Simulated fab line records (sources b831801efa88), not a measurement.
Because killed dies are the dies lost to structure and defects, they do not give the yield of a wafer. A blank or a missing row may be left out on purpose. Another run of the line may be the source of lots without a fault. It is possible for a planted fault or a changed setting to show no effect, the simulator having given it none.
Which tool did it? || flow gf180mcu || 36 wafers from 12 lots sampled at 3 of the route's 602 steps

== WHAT EACH GAUGE READ, for each wafer ==
GF_V4_BOW_MEAS_05.
{"lot": "L075", "measured": "day 24 04:44", "on": "film-metro-02", "V4_BOW (um)": "141 131 140"}
{"lot": "L077", "measured": "day 25 05:02", "on": "film-metro-02", "V4_BOW (um)": "154 156 153"}
{"lot": "L079", "measured": "day 25 10:41", "on": "film-metro-04", "V4_BOW (um)": "148 143 151"}
{"lot": "L082", "measured": "day 26 06:16", "on": "film-metro-02", "V4_BOW (um)": "143 144 137"}
{"lot": "L084", "measured": "day 26 23:31", "on": "film-metro-01", "V4_BOW (um)": "136 133 137"}
{"lot": "L085", "measured": "day 27 07:29", "on": "film-metro-04", "V4_BOW (um)": "137 124 148"}
{"lot": "L087", "measured": "day 27 19:34", "on": "film-metro-04", "V4_BOW (um)": "131 138 142"}
{"lot": "L089", "measured": "day 28 10:33", "on": "film-metro-02", "V4_BOW (um)": "136 136 139"}
{"lot": "L091", "measured": "day 29 02:50", "on": "film-metro-01", "V4_BOW (um)": "138 145 139"}
{"lot": "L093", "measured": "day 29 14:13", "on": "film-metro-02", "V4_BOW (um)": "132 147 144"}
{"lot": "L095", "measured": "day 29 22:07", "on": "film-metro-02", "V4_BOW (um)": "130 121 130"}
{"lot": "L097", "measured": "day 30 02:26", "on": "film-metro-01", "V4_BOW (um)": "129 121 130"}

== EACH LOT AND THE TOOL THAT RAN IT (in order: tool; ch and the chambers of the sampled wafers; start) ==
{"lot": "L075", "GF_V2_CMP_04": "cmp-01 ch 0,1,2, day 20 02:23", "GF_M4_METAL_ETCH_16": "rie-metal-04 ch 0,1, day 24 03:29"}
{"lot": "L077", "GF_V2_CMP_04": "cmp-01 ch 0,3, day 21 03:41", "GF_M4_METAL_ETCH_16": "rie-metal-04 ch 0,1, day 25 03:24"}
{"lot": "L079", "GF_V2_CMP_04": "cmp-02 ch 0,1,2, day 21 09:53", "GF_M4_METAL_ETCH_16": "rie-metal-01 ch 0,1, day 25 09:26"}
{"lot": "L082", "GF_V2_CMP_04": "cmp-02 ch 0,1, day 22 07:32", "GF_M4_METAL_ETCH_16": "rie-metal-01 ch 0,1, day 26 05:00"}
{"lot": "L084", "GF_V2_CMP_04": "cmp-01 ch 0,1,2, day 23 03:04", "GF_M4_METAL_ETCH_16": "rie-metal-02 ch 0,1, day 26 22:12"}
{"lot": "L085", "GF_V2_CMP_04": "cmp-01 ch 1,3, day 23 12:37", "GF_M4_METAL_ETCH_16": "rie-metal-04 ch 0,1, day 27 06:14"}
{"lot": "L087", "GF_V2_CMP_04": "cmp-02 ch 1,2, day 24 01:19", "GF_M4_METAL_ETCH_16": "rie-metal-02 ch 0,1, day 27 18:19"}
{"lot": "L089", "GF_V2_CMP_04": "cmp-01 ch 0,3, day 24 18:31", "GF_M4_METAL_ETCH_16": "rie-metal-02 ch 0,1, day 28 09:17"}
{"lot": "L091", "GF_V2_CMP_04": "cmp-01 ch 1,2, day 25 11:57", "GF_M4_METAL_ETCH_16": "rie-metal-01 ch 0,1, day 29 01:30"}
{"lot": "L093", "GF_V2_CMP_04": "cmp-02 ch 0,1,3, day 26 00:39", "GF_M4_METAL_ETCH_16": "rie-metal-01 ch 0,1, day 29 12:57"}
{"lot": "L095", "GF_V2_CMP_04": "cmp-01 ch 1,2, day 26 09:28", "GF_M4_METAL_ETCH_16": "rie-metal-04 ch 0,1, day 29 20:54"}
{"lot": "L097", "GF_V2_CMP_04": "cmp-02 ch 2,3, day 26 13:57", "GF_M4_METAL_ETCH_16": "rie-metal-04 ch 0,1, day 30 01:11"}
- GF_V2_CMP_04: polishes SiO2.
- GF_M4_METAL_ETCH_16: etches the open film in Cl2/BCl3, stops on SiO2, target depth 750.8 nm, time 125.1 s.

== THE ANSWER, worked out from the rows above alone ==
Rule: the lots themselves supply what counts as usual. Put in order of their means at a reading, lots are off if they are a third of the lots or fewer, leave a main group of 4 or more, and stand apart from it by a gap of 3 or more times the standard deviation of the main group's means; of several such gaps the widest counts. If all means in a main group match to the digits the tables above print for the reading, that group is not used. A lot without any number at a reading at which 4 lots or more have one is off too. Where the step has rows for the other lots, those lots are counted as sound.
Across all readings shown, no lot is off: no conclusion can be drawn from this.

== WHAT THE SIMULATOR HAD PUT IN ==
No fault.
